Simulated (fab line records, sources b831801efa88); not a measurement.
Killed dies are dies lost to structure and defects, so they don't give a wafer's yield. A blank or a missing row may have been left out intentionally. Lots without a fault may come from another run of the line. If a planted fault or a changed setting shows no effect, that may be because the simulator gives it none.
fab line records	flow sky130
record: lots: 6	wafers: 18	last_day: 50
route steps=708 shown VT_ADJUST_HVTP@93 VT_ADJUST_LVTN@97 VT_ADJUST_NCORE@119 VT_ADJUST_HVTR@131 PAD_OPEN@708
lots with no fault: from the same line, run without faults
start_h: start of the lot's first displayed wafer, in hours after the record's first day	wait_h: time in hours since the lot's previous step	" identical to the entry in the row above	L1.1+2: a single row standing in for several wafers	- no value, or no start given	* or withheld: withheld	< > ~ a bound
route shown NAME@n: a module of which the file shows steps, and the number in the route of the first	usual: the fault-free wafers' mean and standard deviation	same: alike in all rows	chamber/n: place in a boat	sites: each site's reading	_std_site: their standard deviation	_edge_site: inner sites' mean taken away from outer sites' mean	radius_mm: how far each site lies from the wafer's centre	mask NAME#n: copy n	behind: the most recent tool/chamber to have shaped the wafer	hold: cause of the lot's hold/its duration in hours/its outcome	device: whichever transistor did not switch (one of n, p or np)	end of line: tests run on the same wafers once the route is complete	for a step that has no rows: nothing shown but its recipe	killed: the dies lost at the first sort to structure and to defects; this is not the yield of the wafer	map: per-die view of a wafer (x killed, . not killed, _ where there is no die)
set.NAME: setting as actually run; set.NAME@STEP: the setting as run at that earlier step	model.NAME: the simulator's own value behind a step, which no gauge read
certain route steps with their lots: each step a table, each wafer a row
services: when a tool's chamber went out of use (start_h, in hours from the record's first day, below 0 if earlier), for how many hours, and the reason
== steps ==
step: SKY_VT_ADJUST_HVTP_OVL_MEAS_08
usual: VT_ADJUST_HVTP_OVL: -0.2/1.1
lot.wafer	tool	chamber	start_h	wait_h	VT_ADJUST_HVTP_OVL[nm]
L533.4	overlay-02	-	117.99	0.1	-0.9
L533.5	"	-	"	"	-2.6
L533.6	"	-	"	"	-1.1
L542.1	overlay-02	-	180.68	0.1	0.8
L542.2	"	-	"	"	-0.1
L542.6	"	-	"	"	-0.1
L543.2	overlay-01	-	183.45	0.1	-0.7
L543.3	"	-	"	"	0.5
L543.6	"	-	"	"	-0.6
L549.1	overlay-01	-	224.29	0.1	-0.3
L549.2	"	-	"	"	0.5
L549.5	"	-	"	"	-0.5
L550.1	overlay-01	-	231.08	0.1	2.0
L550.3	"	-	"	"	1.2
L550.5	"	-	"	"	0.5
L554.1	overlay-02	-	264.33	0.1	-0.9
L554.3	"	-	"	"	-0.6
L554.6	"	-	"	"	1.3
step: SKY_VT_ADJUST_HVTP_IMPLANT_09
recipe: species: As	energy_kev: 150	dose_cm2: 4.3e+12	tilt_deg: withheld
step: SKY_VT_ADJUST_HVTP_STRIP_10
recipe: chemistry: O2/N2	power_w: 1400	pressure_mtorr: 1500	platen_temp_c: withheld	o2_flow_sccm: 3000	n2_flow_sccm: 300	overash_fraction: 0.5
usual: drypump_motor_current_A: 5.4/0.32	oes_product_au: 0.715/0.0047	strip_time_to_endpoint_s: 14.16/0.035
same: overash_fraction: 0.5
lot.wafer	tool	chamber	start_h	wait_h	drypump_motor_current_A	oes_product_au	rf_hours_counter_h	strip_time_to_endpoint_s
L533.4	plasma_asher-04	0	118.20	0.1	5.1	0.720	-	14.09
L533.5	"	1	"	"	5.8	0.712	-	14.10
L533.6	"	0	"	"	5.1	0.708	-	14.11
L542.1	plasma_asher-04	0	180.86	0.1	5.1	0.709	36	14.17
L542.2	"	1	"	"	5.8	0.706	36	14.19
L542.6	"	0	"	"	5.1	0.720	-	14.18
L543.2	plasma_asher-02	1	183.63	0.1	5.7	0.712	48	14.19
L543.3	"	1	"	"	5.7	0.711	-	14.15
L543.6	"	0	"	"	5.1	0.718	-	14.19
L549.1	plasma_asher-02	0	224.48	0.1	5.1	0.718	52	14.16
L549.2	"	1	"	"	5.7	0.716	52	14.17
L549.5	"	1	"	"	5.7	0.716	-	14.13
L550.1	plasma_asher-02	1	231.26	0.1	5.7	0.712	53	14.19
L550.3	"	0	"	"	5.0	0.712	-	14.17
L550.5	"	0	"	"	5.0	0.718	-	14.17
L554.1	plasma_asher-04	0	264.52	0.1	5.1	0.717	45	14.15
L554.3	"	1	"	"	5.9	0.712	-	14.16
L554.6	"	1	"	"	5.9	0.712	-	14.18
step: SKY_VT_ADJUST_HVTP_TW_MEAS_11
usual: VT_ADJUST_HVTP_TW: 1361/8.3
lot.wafer	tool	chamber	start_h	wait_h	VT_ADJUST_HVTP_TW
L533.4	film_metro-01	-	118.29	0.1	1368
L533.5	"	-	"	"	1374
L533.6	"	-	"	"	1365
L542.1	film_metro-02	-	180.96	0.1	1349
L542.2	"	-	"	"	1343
L542.6	"	-	"	"	1350
L543.2	film_metro-01	-	183.74	0.1	1363
L543.3	"	-	"	"	1362
L543.6	"	-	"	"	1375
L549.1	film_metro-02	-	224.58	0.1	1357
L549.2	"	-	"	"	1357
L549.5	"	-	"	"	1367
L550.1	film_metro-03	-	231.36	0.1	1362
L550.3	"	-	"	"	1357
L550.5	"	-	"	"	1350
L554.1	film_metro-03	-	264.62	0.1	1357
L554.3	"	-	"	"	1362
L554.6	"	-	"	"	1365
step: SKY_VT_ADJUST_LVTN_DEHYDRATE_00
recipe: temp_c: 200	time_s: 60
step: SKY_VT_ADJUST_LVTN_HMDS_01
recipe: prime_time_s: 60	prime_temp_c: 120
step: SKY_VT_ADJUST_LVTN_COAT_02
recipe: spin_rpm: 2000	resist_thk_nm: 3000
step: SKY_VT_ADJUST_LVTN_SOFTBAKE_03
recipe: temp_c: 110	time_s: withheld
step: SKY_VT_ADJUST_LVTN_EXPOSE_04
recipe: mask_id: NWM_COMPLEMENT_LESS_NATIVE	na: 0.6	source_shape: conventional	sigma_outer: 0.6	polarization: unpolarized	target_cd_nm: 840	dose_mj: 194
step: SKY_VT_ADJUST_LVTN_PEB_05
recipe: temp_c: 115	time_s: withheld
step: SKY_VT_ADJUST_LVTN_DEVELOP_06
recipe: wall_angle_deg: 90	developer: TMAH	develop_time_s: 60	dev_temp_c: 23
step: SKY_VT_ADJUST_LVTN_OVL_MEAS_07
usual: VT_ADJUST_LVTN_OVL: -0.6/1.2
lot.wafer	tool	chamber	start_h	wait_h	VT_ADJUST_LVTN_OVL[nm]
L533.4	overlay-02	-	136.82	-	-1.0
L533.5	"	-	"	"	0.5
L533.6	"	-	"	"	-1.0
L542.1	overlay-02	-	203.05	-	0.3
L542.2	"	-	"	"	-0.4
L542.6	"	-	"	"	0.5
L543.2	overlay-01	-	205.96	-	-3.3
L543.3	"	-	"	"	-3.0
L543.6	"	-	"	"	-2.6
L549.1	overlay-01	-	247.81	-	-1.3
L549.2	"	-	"	"	-1.0
L549.5	"	-	"	"	-1.9
L550.1	overlay-01	-	253.46	-	0.8
L550.3	"	-	"	"	0.1
L550.5	"	-	"	"	0.2
L554.1	overlay-02	-	289.02	-	-1.5
L554.3	"	-	"	"	0.0
L554.6	"	-	"	"	0.3
step: SKY_VT_ADJUST_LVTN_IMPLANT_08
recipe: species: B	energy_kev: 30	dose_cm2: 1.57e+12	tilt_deg: withheld
lot.wafer	tool	chamber	start_h	wait_h
L533.4+5+6	implanter-04	0	136.91	0.1
L542.1+2+6	implanter-04	0	203.09	0.0
L543.2+3+6	implanter-04	0	206.02	0.0
L549.1+2+5	implanter-02	0	247.84	0.0
L550.1+3+5	implanter-03	0	253.49	0.0
L554.1+3+6	implanter-03	0	289.06	0.0
step: SKY_VT_ADJUST_LVTN_STRIP_09
recipe: chemistry: O2/N2	power_w: 1400	pressure_mtorr: 1500	platen_temp_c: withheld	o2_flow_sccm: 3000	n2_flow_sccm: 300	overash_fraction: 0.5
usual: drypump_motor_current_A: 5.5/0.42	oes_product_au: 0.722/0.0046	strip_time_to_endpoint_s: 36.89/0.11
same: overash_fraction: 0.5
lot.wafer	tool	chamber	start_h	wait_h	drypump_motor_current_A	oes_product_au	rf_hours_counter_h	strip_time_to_endpoint_s
L533.4	plasma_asher-03	0	137.02	0.1	5.3	0.719	-	36.75
L533.5	"	1	"	"	5.3	0.722	-	36.80
L533.6	"	0	"	"	5.3	0.723	-	36.88
L542.1	plasma_asher-01	0	203.24	0.1	6.1	0.722	52	36.99
L542.2	"	1	"	"	5.0	0.722	52	36.97
L542.6	"	0	"	"	6.1	0.730	-	36.99
L543.2	plasma_asher-03	0	206.14	0.1	5.3	0.720	9	36.79
L543.3	"	1	"	"	5.2	0.725	-	36.77
L543.6	"	1	"	"	5.3	0.722	-	36.88
L549.1	plasma_asher-01	1	247.99	0.1	5.0	0.729	57	36.83
L549.2	"	0	"	"	6.1	0.726	57	36.80
L549.5	"	1	"	"	5.0	0.720	-	36.85
L550.1	plasma_asher-01	1	253.64	0.1	5.0	0.727	57	36.98
L550.3	"	0	"	"	6.1	0.727	-	37.03
L550.5	"	0	"	"	6.1	0.724	-	37.07
L554.1	plasma_asher-04	1	289.21	0.1	5.8	0.714	47	36.64
L554.3	"	1	"	"	5.8	0.721	-	36.72
L554.6	"	0	"	"	5.1	0.724	-	36.81
step: SKY_VT_ADJUST_LVTN_TW_MEAS_10
usual: VT_ADJUST_LVTN_TW: 241.3/2.2
lot.wafer	tool	chamber	start_h	wait_h	VT_ADJUST_LVTN_TW
L533.4	film_metro-03	-	137.12	0.1	244.9
L533.5	"	-	"	"	243.7
L533.6	"	-	"	"	244.1
L542.1	film_metro-02	-	203.34	0.1	241.2
L542.2	"	-	"	"	237.4
L542.6	"	-	"	"	240.8
L543.2	film_metro-03	-	206.25	0.1	238.6
L543.3	"	-	"	"	239.1
L543.6	"	-	"	"	243.0
L549.1	film_metro-04	-	248.09	0.1	238.3
L549.2	"	-	"	"	239.2
L549.5	"	-	"	"	238.3
L550.1	film_metro-04	-	253.74	0.1	240.3
L550.3	"	-	"	"	238.9
L550.5	"	-	"	"	239.3
L554.1	film_metro-03	-	289.31	0.1	243.8
L554.3	"	-	"	"	243.6
L554.6	"	-	"	"	243.2
step: SKY_VT_ADJUST_LVTN_DEHYDRATE_11
recipe: temp_c: 200	time_s: 60
step: SKY_VT_ADJUST_LVTN_HMDS_12
recipe: prime_time_s: 60	prime_temp_c: 120
step: SKY_VT_ADJUST_LVTN_COAT_13
recipe: resist: NOVOLAK	spin_rpm: 3000	resist_thk_nm: 1140
step: SKY_VT_ADJUST_LVTN_SOFTBAKE_14
recipe: temp_c: 90	time_s: 60	resist: NOVOLAK
step: SKY_VT_ADJUST_LVTN_EXPOSE_15
recipe: mask_id: HVN_STD_DERIVED	na: 0.6	source_shape: conventional	sigma_outer: 0.6	polarization: unpolarized	target_cd_nm: 600	dose_mj: 163
step: SKY_VT_ADJUST_LVTN_PEB_16
recipe: temp_c: withheld	time_s: *	resist: NOVOLAK
step: SKY_VT_ADJUST_LVTN_DEVELOP_17
recipe: resist: NOVOLAK	developer: TMAH	develop_time_s: 60	dev_temp_c: 23
step: SKY_VT_ADJUST_LVTN_OVL_MEAS_18
usual: VT_ADJUST_LVTN_01_OVL: 0.1/1.2
lot.wafer	tool	chamber	start_h	wait_h	VT_ADJUST_LVTN_01_OVL[nm]
L533.4	overlay-02	-	157.12	0.1	-0.5
L533.5	"	-	"	"	-0.9
L533.6	"	-	"	"	-0.3
L542.1	overlay-01	-	226.76	0.1	2.1
L542.2	"	-	"	"	0.6
L542.6	"	-	"	"	0.1
L543.2	overlay-02	-	228.31	0.1	2.2
L543.3	"	-	"	"	0.6
L543.6	"	-	"	"	0.8
L549.1	overlay-02	-	272.21	0.1	0.3
L549.2	"	-	"	"	0.8
L549.5	"	-	"	"	-0.1
L550.1	overlay-02	-	278.06	0.1	-0.1
L550.3	"	-	"	"	0.1
L550.5	"	-	"	"	-0.8
L554.1	overlay-02	-	314.21	0.1	2.1
L554.3	"	-	"	"	1.1
L554.6	"	-	"	"	3.2
step: SKY_VT_ADJUST_LVTN_IMPLANT_19
recipe: species: B	energy_kev: 30	dose_cm2: 6.5e+11	tilt_deg: withheld
step: SKY_VT_ADJUST_LVTN_STRIP_20
recipe: chemistry: O2/N2	power_w: 1400	pressure_mtorr: 1500	platen_temp_c: withheld	o2_flow_sccm: 3000	n2_flow_sccm: 300	overash_fraction: 0.5
usual: drypump_motor_current_A: 5.4/0.39	oes_product_au: 0.716/0.0046	strip_time_to_endpoint_s: 14.17/0.035
same: overash_fraction: 0.5
lot.wafer	tool	chamber	start_h	wait_h	drypump_motor_current_A	oes_product_au	rf_hours_counter_h	strip_time_to_endpoint_s
L533.4	plasma_asher-04	0	157.32	0.1	5.1	0.714	-	14.19
L533.5	"	1	"	"	5.8	0.719	-	14.14
L533.6	"	0	"	"	5.1	0.714	-	14.15
L542.1	plasma_asher-04	1	226.94	0.1	5.8	0.708	41	14.22
L542.2	"	0	"	"	5.1	0.716	41	14.18
L542.6	"	0	"	"	5.1	0.712	-	14.17
L543.2	plasma_asher-04	0	228.49	0.1	5.1	0.712	41	14.18
L543.3	"	1	"	"	5.8	0.713	-	14.20
L543.6	"	1	"	"	5.8	0.723	-	14.17
L549.1	plasma_asher-03	0	272.39	0.1	5.3	0.717	14	14.13
L549.2	"	1	"	"	5.2	0.721	14	14.16
L549.5	"	1	"	"	5.3	0.710	-	14.13
L550.1	plasma_asher-03	0	278.24	0.1	5.3	0.708	14	14.17
L550.3	"	0	"	"	5.3	0.723	-	14.12
L550.5	"	1	"	"	5.2	0.715	-	14.08
L554.1	plasma_asher-01	0	314.39	0.1	6.1	0.716	63	14.22
L554.3	"	0	"	"	6.1	0.716	-	14.18
L554.6	"	0	"	"	6.2	0.720	-	14.23
step: SKY_VT_ADJUST_LVTN_TW_MEAS_21
usual: VT_ADJUST_LVTN_2_TW: 188.0/1.3
lot.wafer	tool	chamber	start_h	wait_h	VT_ADJUST_LVTN_2_TW
L533.4	film_metro-02	-	157.42	0.1	187.4
L533.5	"	-	"	"	186.7
L533.6	"	-	"	"	187.2
L542.1	film_metro-02	-	227.04	0.1	189.1
L542.2	"	-	"	"	188.5
L542.6	"	-	"	"	187.9
L543.2	film_metro-04	-	228.60	0.1	186.5
L543.3	"	-	"	"	188.1
L543.6	"	-	"	"	187.3
L549.1	film_metro-03	-	272.49	0.1	188.2
L549.2	"	-	"	"	188.1
L549.5	"	-	"	"	188.4
L550.1	film_metro-03	-	278.34	0.1	188.4
L550.3	"	-	"	"	188.7
L550.5	"	-	"	"	189.0
L554.1	film_metro-03	-	314.49	0.1	189.5
L554.3	"	-	"	"	189.7
L554.6	"	-	"	"	189.8
step: SKY_VT_ADJUST_NCORE_DEHYDRATE_00
recipe: temp_c: 200	time_s: 60
step: SKY_VT_ADJUST_NCORE_HMDS_01
recipe: prime_time_s: 60	prime_temp_c: 120
step: SKY_VT_ADJUST_NCORE_COAT_02
recipe: resist: NOVOLAK	spin_rpm: 3000	resist_thk_nm: 1140
step: SKY_VT_ADJUST_NCORE_SOFTBAKE_03
recipe: temp_c: 90	time_s: 60	resist: NOVOLAK
step: SKY_VT_ADJUST_NCORE_EXPOSE_04
recipe: mask_id: LVTN_COMPLEMENT_THIN	na: 0.6	source_shape: conventional	sigma_outer: 0.6	polarization: unpolarized	target_cd_nm: 380	dose_mj: 139
step: SKY_VT_ADJUST_NCORE_PEB_05
recipe: temp_c: withheld	time_s: *	resist: NOVOLAK
step: SKY_VT_ADJUST_NCORE_DEVELOP_06
recipe: resist: NOVOLAK	developer: TMAH	develop_time_s: 60	dev_temp_c: 23
step: SKY_VT_ADJUST_NCORE_CD_MEAS_07
recipe: target_cd_nm: 380
usual: cd_nm: 380.1/2.2
lot.wafer	tool	chamber	start_h	wait_h	cd_nm
L533.4	cd_sem-02	-	177.92	0.1	381.0
L533.5	"	-	"	"	386.4
L533.6	"	-	"	"	383.3
L542.1	cd_sem-01	-	250.12	0.1	380.5
L542.2	"	-	"	"	378.7
L542.6	"	-	"	"	378.2
L543.2	cd_sem-01	-	251.54	0.1	378.7
L543.3	"	-	"	"	379.6
L543.6	"	-	"	"	378.8
L549.1	cd_sem-01	-	297.10	0.1	379.8
L549.2	"	-	"	"	378.5
L549.5	"	-	"	"	383.6
L550.1	cd_sem-01	-	303.71	0.3	378.0
L550.3	"	-	"	"	378.9
L550.5	"	-	"	"	381.0
L554.1	cd_sem-02	-	340.48	0.2	378.1
L554.3	"	-	"	"	378.3
L554.6	"	-	"	"	377.6
step: SKY_VT_ADJUST_NCORE_OVL_MEAS_08
usual: VT_ADJUST_NCORE_OVL: 0.6/1.2
lot.wafer	tool	chamber	start_h	wait_h	VT_ADJUST_NCORE_OVL[nm]
L533.4	overlay-01	-	178.00	0.1	0.9
L533.5	"	-	"	"	2.7
L533.6	"	-	"	"	1.4
L542.1	overlay-02	-	250.24	0.1	0.7
L542.2	"	-	"	"	0.2
L542.6	"	-	"	"	0.5
L543.2	overlay-01	-	251.65	0.1	0.6
L543.3	"	-	"	"	-0.1
L543.6	"	-	"	"	-0.3
L549.1	overlay-02	-	297.22	0.1	0.3
L549.2	"	-	"	"	0.7
L549.5	"	-	"	"	0.2
L550.1	overlay-01	-	303.83	0.1	-0.1
L550.3	"	-	"	"	-0.6
L550.5	"	-	"	"	-0.1
L554.1	overlay-01	-	340.60	0.1	0.3
L554.3	"	-	"	"	-1.8
L554.6	"	-	"	"	-0.5
step: SKY_VT_ADJUST_NCORE_IMPLANT_09
recipe: species: B	energy_kev: 10	dose_cm2: 2.4e+12	tilt_deg: withheld
step: SKY_VT_ADJUST_NCORE_STRIP_10
recipe: chemistry: O2/N2	power_w: 1400	pressure_mtorr: 1500	platen_temp_c: withheld	o2_flow_sccm: 3000	n2_flow_sccm: 300	overash_fraction: 0.5
usual: drypump_motor_current_A: 5.5/0.44	oes_product_au: 0.716/0.0049	strip_time_to_endpoint_s: 14.17/0.043
same: overash_fraction: 0.5
lot.wafer	tool	chamber	start_h	wait_h	drypump_motor_current_A	oes_product_au	rf_hours_counter_h	strip_time_to_endpoint_s
L533.4	plasma_asher-02	1	178.20	0.1	5.7	0.718	-	14.18
L533.5	"	0	"	"	5.0	0.718	-	14.20
L533.6	"	1	"	"	5.7	0.715	-	14.16
L542.1	plasma_asher-02	0	250.43	0.1	5.0	0.723	55	14.19
L542.2	"	1	"	"	5.8	0.718	55	14.20
L542.6	"	1	"	"	5.7	0.709	-	14.16
L543.2	plasma_asher-04	0	251.83	0.1	5.1	0.712	44	14.07
L543.3	"	1	"	"	5.8	0.718	-	14.10
L543.6	"	0	"	"	5.1	0.719	-	14.05
L549.1	plasma_asher-02	1	297.41	0.1	5.7	0.714	59	14.20
L549.2	"	0	"	"	5.1	0.710	59	14.19
L549.5	"	1	"	"	5.7	0.720	-	14.21
L550.1	plasma_asher-04	0	304.02	0.1	5.1	0.718	49	14.14
L550.3	"	0	"	"	5.1	0.724	-	14.12
L550.5	"	0	"	"	5.1	0.715	-	14.13
L554.1	plasma_asher-02	1	340.78	0.1	5.7	0.716	64	14.21
L554.3	"	1	"	"	5.7	0.720	-	14.20
L554.6	"	0	"	"	5.1	0.718	-	14.17
step: SKY_VT_ADJUST_NCORE_TW_MEAS_11
usual: VT_ADJUST_NCORE_TW: 219.1/1.8
lot.wafer	tool	chamber	start_h	wait_h	VT_ADJUST_NCORE_TW
L533.4	film_metro-04	-	178.30	0.1	218.1
L533.5	"	-	"	"	217.0
L533.6	"	-	"	"	218.4
L542.1	film_metro-02	-	250.53	0.1	219.7
L542.2	"	-	"	"	220.3
L542.6	"	-	"	"	220.7
L543.2	film_metro-02	-	251.94	0.1	219.5
L543.3	"	-	"	"	218.6
L543.6	"	-	"	"	219.7
L549.1	film_metro-04	-	297.51	0.1	215.8
L549.2	"	-	"	"	215.7
L549.5	"	-	"	"	215.8
L550.1	film_metro-04	-	304.12	0.1	216.6
L550.3	"	-	"	"	216.2
L550.5	"	-	"	"	216.4
L554.1	film_metro-01	-	340.88	0.1	220.2
L554.3	"	-	"	"	220.8
L554.6	"	-	"	"	219.6
step: SKY_VT_ADJUST_HVTR_DEHYDRATE_00
recipe: temp_c: 200	time_s: 60
step: SKY_VT_ADJUST_HVTR_HMDS_01
recipe: prime_time_s: 60	prime_temp_c: 120
step: SKY_VT_ADJUST_HVTR_COAT_02
recipe: resist: NOVOLAK	spin_rpm: 3000	resist_thk_nm: 1140
step: SKY_VT_ADJUST_HVTR_SOFTBAKE_03
recipe: temp_c: 90	time_s: 60	resist: NOVOLAK
step: SKY_PAD_OPEN_PROBE_99
usual: killed_at_M0_to_M3: 43/6.6	killed_at_M4_up: 2.9/1.6	killed_at_contacts: 24/4.9	killed_at_front_end: 15/4.5	killed_at_other: 0.2/0.45	killed_dies: 86/8.8	killed_open: 48/6.4	killed_short: 38/5.6
same: gross_dies: 492	killed_at_back_side: 0
lot.wafer	tool	chamber	start_h	wait_h	killed_at_M0_to_M3	killed_at_M4_up	killed_at_contacts	killed_at_front_end	killed_at_other	killed_dies	killed_open	killed_short	model.etest.nfet_01v8.drive_ua_um_range	model.etest.nfet_01v8.vt_v_range
L533.4	prober-01	-	1075.81	0.2	41	4	24	16	0	85	55	30	9.497	0.015
L533.5	prober-01	-	1075.86	0.2	47	2	20	11	0	80	44	36	8.447	0.01554
L533.6	prober-01	-	1075.91	0.2	48	2	26	15	0	91	51	40	7.254	0.01662
L543.2	prober-02	-	1140.08	0.1	45	6	15	17	0	83	45	38	12.35	0.0203
L543.3	prober-02	-	1140.13	0.2	51	6	23	7	1	88	45	43	14.4	0.01846
L543.6	prober-02	-	1140.28	0.2	38	2	29	13	0	82	46	36	7.389	0.01289
L542.1	prober-01	-	1141.29	0.1	43	2	23	21	0	89	50	39	13.88	0.0141
L542.2	prober-01	-	1141.34	0.1	49	3	21	18	0	91	52	39	8.907	0.0149
L542.6	prober-01	-	1141.54	0.2	37	0	20	13	1	71	39	32	4.781	0.01134
L549.1	prober-02	-	1172.12	0.1	41	5	37	9	0	92	51	41	7.122	0.007405
L549.2	prober-02	-	1172.17	0.1	52	1	30	14	0	97	55	42	10.11	0.008252
L549.5	prober-02	-	1172.32	0.2	43	2	30	18	0	93	48	45	8.507	0.01259
L550.1	prober-01	-	1178.68	0.1	41	5	28	15	1	90	49	41	8.255	0.006056
L550.3	prober-01	-	1178.78	0.2	35	2	24	11	0	72	35	37	10.51	0.005883
L550.5	prober-01	-	1178.88	0.2	49	0	23	21	0	93	54	39	7.841	0.00708
L554.1	prober-01	-	1202.84	0.1	39	1	27	13	0	80	45	35	9.196	0.00793
L554.3	prober-01	-	1202.94	0.2	53	1	24	14	1	93	53	40	5.672	0.01386
L554.6	prober-01	-	1203.09	0.2	55	0	30	11	0	96	55	41	9.043	0.007643
killed by level:class
L533.4 LI_CONTACT:geometric_particle:open=10 VIA1:geometric_particle:open=10 METAL2:geometric_particle:short=8 VIA3:geometric_particle:open=8 CONTACT:geometric_particle:open=7 POLY_GATE:geometric_particle:open=6 VIA2:geometric_particle:open=5 FIELD_ISO:geometric_particle:short=4
L533.5 VIA2:geometric_particle:open=8 VIA1:geometric_particle:open=7 LI_CONTACT:geometric_particle:open=7 CONTACT:geometric_particle:open=6 METAL2:geometric_particle:short=6 VIA2:geometric_particle:short=5 METAL1:geometric_particle:short=4 VIA1:geometric_particle:short=4
L533.6 VIA1:geometric_particle:open=13 LI_CONTACT:geometric_particle:open=12 VIA3:geometric_particle:open=8 VIA1:geometric_particle:short=7 POLY_GATE:geometric_particle:short=6 METAL2:geometric_particle:short=6 CONTACT:geometric_particle:open=5 FIELD_ISO:geometric_particle:short=3
L543.2 VIA1:geometric_particle:open=11 VIA2:geometric_particle:open=8 FIELD_ISO:geometric_particle:short=6 LI_CONTACT:geometric_particle:open=6 VIA3:geometric_particle:open=6 METAL2:geometric_particle:short=5 VIA3:geometric_particle:short=5 FIELD_ISO:geometric_particle:open=4
L543.3 VIA1:geometric_particle:open=13 VIA3:geometric_particle:open=9 CONTACT:geometric_particle:open=8 LI_CONTACT:geometric_particle:open=6 CONTACT:geometric_particle:short=6 METAL1:geometric_particle:short=5 METAL2:geometric_particle:short=5 VIA1:geometric_particle:short=4
L543.6 LI_CONTACT:geometric_particle:open=10 CONTACT:geometric_particle:open=10 VIA1:geometric_particle:open=8 FIELD_ISO:geometric_particle:short=7 VIA3:geometric_particle:open=6 METAL1:geometric_particle:short=5 VIA1:geometric_particle:short=5 LI_CONTACT:geometric_particle:short=4
L542.1 VIA1:geometric_particle:open=11 VIA3:geometric_particle:open=9 LI_CONTACT:geometric_particle:open=8 CONTACT:geometric_particle:open=8 METAL1:geometric_particle:short=7 FIELD_ISO:geometric_particle:open=5 FIELD_ISO:geometric_particle:short=5 LOCAL_INTERCONNECT:geometric_particle:short=4
L542.2 VIA1:geometric_particle:open=14 CONTACT:geometric_particle:open=8 VIA3:geometric_particle:open=7 POLY_GATE:geometric_particle:open=7 CONTACT:geometric_particle:short=7 METAL1:geometric_particle:short=6 FIELD_ISO:geometric_particle:short=6 VIA2:geometric_particle:open=6
L542.6 VIA1:geometric_particle:open=15 CONTACT:geometric_particle:open=6 LI_CONTACT:geometric_particle:open=5 CONTACT:geometric_particle:short=5 VIA1:geometric_particle:short=5 VIA3:geometric_particle:open=5 POLY_GATE:geometric_particle:short=3 SPACER:geometric_particle:short=3
L549.1 LI_CONTACT:geometric_particle:open=9 LI_CONTACT:geometric_particle:short=9 CONTACT:geometric_particle:open=9 VIA2:geometric_particle:open=9 VIA1:geometric_particle:open=7 VIA3:geometric_particle:open=7 METAL1:geometric_particle:short=6 CONTACT:geometric_particle:short=6
L549.2 CONTACT:geometric_particle:open=12 VIA3:geometric_particle:open=11 VIA1:geometric_particle:open=9 LI_CONTACT:geometric_particle:open=7 VIA2:geometric_particle:open=7 CONTACT:geometric_particle:short=6 METAL1:geometric_particle:short=6 POLY_GATE:geometric_particle:short=4
L549.5 CONTACT:geometric_particle:open=8 VIA1:geometric_particle:open=8 VIA3:geometric_particle:open=8 CONTACT:geometric_particle:short=7 VIA2:geometric_particle:open=7 LI_CONTACT:geometric_particle:open=6 METAL2:geometric_particle:short=6 FIELD_ISO:geometric_particle:short=5
L550.1 CONTACT:geometric_particle:open=11 LI_CONTACT:geometric_particle:open=7 VIA1:geometric_particle:short=7 METAL2:geometric_particle:short=7 VIA1:geometric_particle:open=6 VIA3:geometric_particle:open=6 POLY_GATE:geometric_particle:open=5 CONTACT:geometric_particle:short=5
L550.3 LI_CONTACT:geometric_particle:open=9 VIA1:geometric_particle:open=7 VIA1:geometric_particle:short=6 CONTACT:geometric_particle:short=5 METAL3:geometric_particle:short=5 POLY_GATE:geometric_particle:short=4 CONTACT:geometric_particle:open=4 POLY_GATE:geometric_particle:open=3
L550.5 VIA1:geometric_particle:open=17 VIA3:geometric_particle:open=11 CONTACT:geometric_particle:open=7 POLY_GATE:geometric_particle:short=5 POLY_GATE:geometric_particle:open=5 VIA1:geometric_particle:short=5 CONTACT:geometric_particle:short=5 FIELD_ISO:geometric_particle:open=4
L554.1 VIA1:geometric_particle:open=14 CONTACT:geometric_particle:open=8 LI_CONTACT:geometric_particle:open=7 FIELD_ISO:geometric_particle:short=6 METAL1:geometric_particle:short=6 CONTACT:geometric_particle:short=5 VIA1:geometric_particle:short=4 FIELD_ISO:geometric_particle:open=3
L554.3 VIA1:geometric_particle:open=16 CONTACT:geometric_particle:open=8 FIELD_ISO:geometric_particle:short=6 VIA2:geometric_particle:short=6 LOCAL_INTERCONNECT:geometric_particle:short=6 VIA3:geometric_particle:open=6 VIA2:geometric_particle:open=6 CONTACT:geometric_particle:short=4
L554.6 CONTACT:geometric_particle:open=11 VIA1:geometric_particle:open=11 VIA2:geometric_particle:open=10 METAL2:geometric_particle:short=8 VIA3:geometric_particle:open=8 LI_CONTACT:geometric_particle:open=6 METAL1:geometric_particle:short=6 LOCAL_INTERCONNECT:geometric_particle:short=5
== services ==
tool	chamber	start_h	hours	kind
plasma_asher-03	-	108.75	9.0	pm
plasma_asher-03	0	108.75	9.0	vent_cycle
implanter-03	-	122.66	2.0	repair
implanter-04	-	126.40	1.7	repair
plasma_asher-04	-	134.99	0.9	repair
plasma_asher-04	-	139.09	1.6	repair
implanter-04	-	162.19	4.1	pm
implanter-02	-	166.83	3.4	repair
implanter-04	-	180.28	0.9	repair
plasma_asher-03	-	184.82	1.2	repair
implanter-03	-	217.47	3.4	repair
plasma_asher-02	-	226.92	0.7	repair
plasma_asher-03	-	231.71	14.6	pm
implanter-04	-	246.48	5.3	repair
implanter-02	-	268.17	1.6	repair
implanter-02	-	278.52	1.3	repair
implanter-03	-	285.94	2.9	repair
implanter-02	-	289.03	1.2	repair
plasma_asher-04	-	308.94	3.7	repair
implanter-03	-	315.68	7.5	pm
implanter-04	-	315.95	3.2	repair
implanter-02	-	316.51	2.2	repair
implanter-04	-	322.37	2.4	repair
implanter-04	-	336.82	5.0	pm
== key ==
first_sign none at tools or gauges
model_effect: step: SKY_PAD_OPEN_PROBE_99	value: etest.nfet_01v8.drive_ua_um_range	without: 8.073	struck: 11.89
met_at SKY_VT_ADJUST_LVTN_IMPLANT_08
struck_wafers L542.2,L543.2,L543.3
tester_left_out L542,L543
onset_between 136.91 203.09
fault: kind: process_parameter_drift	tool: implanter-04	chamber: -	onset_h: 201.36	steps: SKY_VT_ADJUST_LVTN_IMPLANT_08	channel: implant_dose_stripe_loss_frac	offset: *	shape: step	end_h: 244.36	scope: struck_wafers_only
tester_left_out: of these lots the tester's yield and bins aren't shown, on N5 and GAA mostly nor the transistor test; their killed dies are dies lost to structure and defects alone, not to doping, threshold or leakage, so they don't give the yield
